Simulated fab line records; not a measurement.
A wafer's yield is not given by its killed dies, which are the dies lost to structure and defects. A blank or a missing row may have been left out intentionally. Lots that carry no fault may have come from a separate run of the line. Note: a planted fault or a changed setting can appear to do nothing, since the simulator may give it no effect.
Problem report, 8D (eight disciplines) form, completed by code | flow gf180mcu | the parts of the form that need people (team, actions taken, sign-off) are left out

1. THE ISSUE
Mean of run-length-s at GF_SAB_WET_ETCH_12: 524 s across 6 wafers in 2 lots; on wafers with no fault it is 468 s (standard deviation 3.4). That is +16 standard deviations from the usual mean.
The step: etches SiO2 in dHF, target depth 22 nm, time 440 s.
The first sign was on wafer L257.1 at day 20 06:31, on wet-bench-03. The record holds 18 wafers of 6 lots with a number at this step. The rule behind "out" and "out of limits": a value lying over 4 standard deviations away from the usual mean. The other wafers with a number count as sound.

2. WHAT IT IS, AND WHAT IT ISN'T
question                    | is                     | is not
which readings at this step | run-length-s           | temp-c
which lots                  | L257, L260             | L244, L256, L263, L266
which wafers of those lots  | all that have a number | -
read on which tools         | wet-bench-03           | wet-bench-02, wet-bench-04
when                        | from day 20 06:31      | up to then (6 sound wafers); but 6 sound wafers of L263, L266 came after

3. SUSPECTS, AND WHAT RULES EACH OUT
Counting: any tool at a process step up to the reading is kept as a suspect provided that every lot that is out went through it and no sound lot did after the first of them.
- pecvd-02 at GF_SAB_CVD_00 (deposits SiO2 from TEOS, target thk 50 nm, time 4.9302 s): ruled out as a lasting fault. Sound lots L266 ran on it after its first lot that is out, L257 (day 19 06:11).
- rie-diel-02 at GF_SAB_ETCH_11 (etches SiO2 in C4F8/O2/Ar, target depth 55 nm, time 8.5 s): ruled out as a lasting fault. Sound lots L263, L266 ran on it after its first lot that is out, L257 (day 20 06:30).
- wet-bench-03 at GF_SAB_WET_ETCH_12 (etches SiO2 in dHF, target depth 22 nm, time 440 s): kept. It ran every lot that is out, first L257 (day 20 06:31), and no sound lot after that; its last sound lot up to then is L256 (day 19 14:27). Its own readings are out on those wafers: run-length-s.
The count leaves wet-bench-03 at GF_SAB_WET_ETCH_12.

4. THE CAUSE (what the simulator had put in)
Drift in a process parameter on wet-bench-03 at GF_SAB_WET_ETCH_12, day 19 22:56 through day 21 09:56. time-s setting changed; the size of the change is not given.
Counting left only this tool.

5. THE EFFECT CHAIN, in route order
Each row: a reading where the mean over the struck wafers with a number is more than 3 standard deviations away from the usual. Scope: only readings with a usual standard deviation given in the record; hours: median across lots of the time from each lot's start at the first step in this table that gives one to its start at this step; sigmas: change in usual standard deviations.
hours | step               | reading      | usual | on struck wafers | change | sigmas
0     | GF_SAB_WET_ETCH_12 | run-length-s | 468 s | 524              | +56    | +16
Process steps it contains:
- GF_SAB_WET_ETCH_12: etches SiO2 in dHF, target depth 22 nm, time 440 s.

6. HOW IT WOULD HAVE BEEN CAUGHT EARLIER
The fault began at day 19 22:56; the first out-of-limits reading in this record came at day 20 06:31, 8 hours later.
